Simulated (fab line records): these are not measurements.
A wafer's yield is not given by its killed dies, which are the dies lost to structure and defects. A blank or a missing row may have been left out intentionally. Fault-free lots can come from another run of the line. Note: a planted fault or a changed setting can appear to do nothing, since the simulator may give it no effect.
Split-lot trial :: flow sfq line :: 23 wafers read from 5 lots, route of 325 steps

## SPLIT DETAILS
At SFQ_TRILAYER_INCOMING_OXIDATION_002 (target thk 500 nm, ox time 4939 s), the setting ox time s was moved away from the recipe's 4939 s on 20 of the 23 wafers read, by -5.1% to +10.4%. The other wafers ran this setting at the recipe's value.

The split's own step is where the reading is taken.

## THE READING
SiO2_of_TRILAYER_INCOMING_OXIDATION_002.thk nm (the simulator's own value, which no gauge read), in nm, at SFQ_TRILAYER_INCOMING_OXIDATION_002 (target thk 500 nm, ox time 4939 s). There is no usual value for it anywhere in the file. Here, 3 wafers ran the recipe; their average is 512.6 nm with a standard deviation of 0.047 nm.

wafer: L077.1
tool, chamber at the split: -, -
ox time s as run, s: 4688
against the recipe: -5.1%
SiO2_of_TRILAYER_INCOMING_OXIDATION_002.thk nm, nm: 495.4
against lot-mates on the recipe: no lot-mate on the recipe

wafer: L077.2
tool, chamber at the split: -, -
ox time s as run, s: 4688
against the recipe: -5.1%
SiO2_of_TRILAYER_INCOMING_OXIDATION_002.thk nm, nm: 499.7
against lot-mates on the recipe: no lot-mate on the recipe

wafer: L077.4
tool, chamber at the split: -, -
ox time s as run, s: 4688
against the recipe: -5.1%
SiO2_of_TRILAYER_INCOMING_OXIDATION_002.thk nm, nm: 496.6
against lot-mates on the recipe: no lot-mate on the recipe

wafer: L077.5
tool, chamber at the split: -, -
ox time s as run, s: 4688
against the recipe: -5.1%
SiO2_of_TRILAYER_INCOMING_OXIDATION_002.thk nm, nm: 500.5
against lot-mates on the recipe: no lot-mate on the recipe

wafer: L077.6
tool, chamber at the split: -, -
ox time s as run, s: 4688
against the recipe: -5.1%
SiO2_of_TRILAYER_INCOMING_OXIDATION_002.thk nm, nm: 495.9
against lot-mates on the recipe: no lot-mate on the recipe

wafer: L079.1
tool, chamber at the split: -, -
ox time s as run, s: 5454
against the recipe: +10.4%
SiO2_of_TRILAYER_INCOMING_OXIDATION_002.thk nm, nm: 528.6
against lot-mates on the recipe: no lot-mate on the recipe

wafer: L079.2
tool, chamber at the split: -, -
ox time s as run, s: 5454
against the recipe: +10.4%
SiO2_of_TRILAYER_INCOMING_OXIDATION_002.thk nm, nm: 534.3
against lot-mates on the recipe: no lot-mate on the recipe

wafer: L079.3
tool, chamber at the split: -, -
ox time s as run, s: 5454
against the recipe: +10.4%
SiO2_of_TRILAYER_INCOMING_OXIDATION_002.thk nm, nm: 532.1
against lot-mates on the recipe: no lot-mate on the recipe

wafer: L079.4
tool, chamber at the split: -, -
ox time s as run, s: 5454
against the recipe: +10.4%
SiO2_of_TRILAYER_INCOMING_OXIDATION_002.thk nm, nm: 541.8
against lot-mates on the recipe: no lot-mate on the recipe

wafer: L079.6
tool, chamber at the split: -, -
ox time s as run, s: 5454
against the recipe: +10.4%
SiO2_of_TRILAYER_INCOMING_OXIDATION_002.thk nm, nm: 537.4
against lot-mates on the recipe: no lot-mate on the recipe

wafer: L080.1
tool, chamber at the split: -, -
ox time s as run, s: 5305
against the recipe: +7.4%
SiO2_of_TRILAYER_INCOMING_OXIDATION_002.thk nm, nm: 516.7
against lot-mates on the recipe: no lot-mate on the recipe

wafer: L080.2
tool, chamber at the split: -, -
ox time s as run, s: 5305
against the recipe: +7.4%
SiO2_of_TRILAYER_INCOMING_OXIDATION_002.thk nm, nm: 521.2
against lot-mates on the recipe: no lot-mate on the recipe

wafer: L080.3
tool, chamber at the split: -, -
ox time s as run, s: 5305
against the recipe: +7.4%
SiO2_of_TRILAYER_INCOMING_OXIDATION_002.thk nm, nm: 517.2
against lot-mates on the recipe: no lot-mate on the recipe

wafer: L080.4
tool, chamber at the split: -, -
ox time s as run, s: 5305
against the recipe: +7.4%
SiO2_of_TRILAYER_INCOMING_OXIDATION_002.thk nm, nm: 524
against lot-mates on the recipe: no lot-mate on the recipe

wafer: L080.5
tool, chamber at the split: -, -
ox time s as run, s: 5305
against the recipe: +7.4%
SiO2_of_TRILAYER_INCOMING_OXIDATION_002.thk nm, nm: 513
against lot-mates on the recipe: no lot-mate on the recipe

wafer: L081.1
tool, chamber at the split: furnace-01, 0
ox time s as run, s: 4939
against the recipe: recipe
SiO2_of_TRILAYER_INCOMING_OXIDATION_002.thk nm, nm: 512.6
against lot-mates on the recipe: -

wafer: L081.5
tool, chamber at the split: furnace-01, 0
ox time s as run, s: 4939
against the recipe: recipe
SiO2_of_TRILAYER_INCOMING_OXIDATION_002.thk nm, nm: 512.6
against lot-mates on the recipe: -

wafer: L081.4
tool, chamber at the split: furnace-01, 0
ox time s as run, s: 4939
against the recipe: recipe
SiO2_of_TRILAYER_INCOMING_OXIDATION_002.thk nm, nm: 512.5
against lot-mates on the recipe: -

wafer: L085.2
tool, chamber at the split: -, -
ox time s as run, s: 5290
against the recipe: +7.1%
SiO2_of_TRILAYER_INCOMING_OXIDATION_002.thk nm, nm: 531.6
against lot-mates on the recipe: no lot-mate on the recipe

wafer: L085.3
tool, chamber at the split: -, -
ox time s as run, s: 5290
against the recipe: +7.1%
SiO2_of_TRILAYER_INCOMING_OXIDATION_002.thk nm, nm: 523
against lot-mates on the recipe: no lot-mate on the recipe

wafer: L085.4
tool, chamber at the split: -, -
ox time s as run, s: 5290
against the recipe: +7.1%
SiO2_of_TRILAYER_INCOMING_OXIDATION_002.thk nm, nm: 529.1
against lot-mates on the recipe: no lot-mate on the recipe

wafer: L085.5
tool, chamber at the split: -, -
ox time s as run, s: 5290
against the recipe: +7.1%
SiO2_of_TRILAYER_INCOMING_OXIDATION_002.thk nm, nm: 535
against lot-mates on the recipe: no lot-mate on the recipe

wafer: L085.6
tool, chamber at the split: -, -
ox time s as run, s: 5290
against the recipe: +7.1%
SiO2_of_TRILAYER_INCOMING_OXIDATION_002.thk nm, nm: 534
against lot-mates on the recipe: no lot-mate on the recipe

FIT RESULTS
A straight line over all 23 wafers: SiO2_of_TRILAYER_INCOMING_OXIDATION_002.thk nm changes by +2.24 nm for each +1% of ox time s; r = +0.91; the points scatter about the line by 6 nm.
Too few moved wafers have a lot-mate on the recipe to fit a line with each lot's own level taken away.

## THE FILE'S OWN FIT
SiO2_of_TRILAYER_INCOMING_OXIDATION_002.thk nm changes by +2.23 nm for each +1% of ox time s, r = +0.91.
